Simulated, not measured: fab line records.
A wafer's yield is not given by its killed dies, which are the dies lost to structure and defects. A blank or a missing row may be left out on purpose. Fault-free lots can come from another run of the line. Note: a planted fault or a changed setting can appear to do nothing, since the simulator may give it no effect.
Which tool is to blame? | flow sky130 | 12 lots, 34 wafers sampled, at 3 steps of a route of 708

## WHAT THE GAUGES SHOWED, per wafer
SKY_METAL1_OVL_MEAS_16. Usual: METAL1_OVL 6 nm, standard deviation 5.3.
lot  | measured     | on         | METAL1_OVL (nm) | flag
L744 | day 33 01:49 | overlay-02 | 1 4 6           | 
L746 | day 34 03:22 | overlay-02 | 5 11 6          | 
L747 | day 34 05:13 | overlay-02 | 5 9 9           | 
L752 | day 35 18:43 | overlay-02 | 5 7             | 
L753 | day 36 06:31 | overlay-02 | 6 9             | 
L755 | day 36 23:37 | overlay-01 | 7 6 6           | 
L757 | day 37 04:38 | overlay-02 | 7 8 5           | 
L758 | day 37 08:10 | overlay-01 | 10 10 10        | 
L762 | day 38 13:52 | overlay-02 | -1 -3 -8        | 
L765 | day 39 14:52 | overlay-01 | 1 14 3          | 
L766 | day 39 16:46 | overlay-02 | 14 23 16        | 
L767 | day 40 00:28 | overlay-01 | 6 9 10          | 

SKY_VIA1_BOW_MEAS_03. Usual: VIA1_BOW 79 um, standard deviation 6.8.
lot  | measured     | on           | VIA1_BOW (um) | flag
L744 | day 33 03:08 | filmMetro-03 | 79 88 82      | 
L746 | day 34 04:39 | filmMetro-03 | 91 64 78      | 
L747 | day 34 06:33 | filmMetro-04 | 90 77 90      | 
L752 | day 35 20:02 | filmMetro-04 | 91 82         | 
L753 | day 36 08:02 | filmMetro-02 | 85 80         | 
L755 | day 37 00:56 | filmMetro-04 | 78 81 78      | 
L757 | day 37 05:57 | filmMetro-02 | 80 68 80      | 
L758 | day 37 09:29 | filmMetro-04 | 84 70 71      | 
L762 | day 38 15:10 | filmMetro-03 | 72 65 86      | 
L765 | day 39 16:12 | filmMetro-02 | 81 74 72      | 
L766 | day 39 18:16 | filmMetro-04 | 77 66 80      | 
L767 | day 40 01:45 | filmMetro-02 | 80 83 80      | 

SKY_VIA1_RS_MEAS_22: a four-point-probe measurement. Usual: VIA1_W_RS 0.427 ohm/sq, standard deviation 0.005.
lot  | measured     | on           | VIA1_W_RS (ohm/sq) | flag
L744 | day 34 07:15 | filmMetro-04 | 0.422 0.424 0.426  | 
L746 | day 35 08:18 | filmMetro-02 | 0.422 0.424 0.423  | 
L747 | day 35 10:01 | filmMetro-03 | 0.422 0.428 0.424  | 
L752 | day 36 23:02 | filmMetro-03 | 0.421 0.421        | 
L753 | day 37 11:17 | filmMetro-03 | 0.420 0.428        | 
L755 | day 38 04:28 | filmMetro-03 | 0.419 0.420 0.424  | 
L757 | day 38 09:02 | filmMetro-04 | 0.435 0.427 0.424  | 
L758 | day 38 12:31 | filmMetro-02 | 0.434 0.432 0.431  | 
L762 | day 39 16:50 | filmMetro-03 | 0.425 0.429 0.426  | 
L765 | day 40 17:40 | filmMetro-03 | 0.432 0.428 0.433  | 
L766 | day 40 20:18 | filmMetro-04 | 0.422 0.413 0.415  | 
L767 | day 41 03:01 | filmMetro-02 | 0.434 0.427 0.434  | 

## WHICH TOOL RAN EACH LOT (tool, then ch and the chambers of the sampled wafers, then the start)
Before these readings, the record contains no process step.

## WHAT THE TOOLS THEMSELVES READ (means of the sampled wafers that have a number; where no wafer has one, the mark that the record gives instead)
The record holds no such reading with a usual standard deviation.

## THE ANSWER, worked out from the rows above alone
Rule: lot off if the mean of its wafers having a number is beyond 3 standard deviations from the usual mean. Also off: a lot with no number at a reading for which 4 or more lots have one. All remaining lots with rows at the step are treated as sound. Order of review: gauges by route order, followed by the tools' own readings, for which a lot's mean as printed above is used. At the first step where some lot is off, the reading lying furthest off is the one used; lots without a number count as furthest.
Nothing can be told from this: no lot is off at any reading shown.

## WHAT WAS PUT IN BY THE SIMULATOR
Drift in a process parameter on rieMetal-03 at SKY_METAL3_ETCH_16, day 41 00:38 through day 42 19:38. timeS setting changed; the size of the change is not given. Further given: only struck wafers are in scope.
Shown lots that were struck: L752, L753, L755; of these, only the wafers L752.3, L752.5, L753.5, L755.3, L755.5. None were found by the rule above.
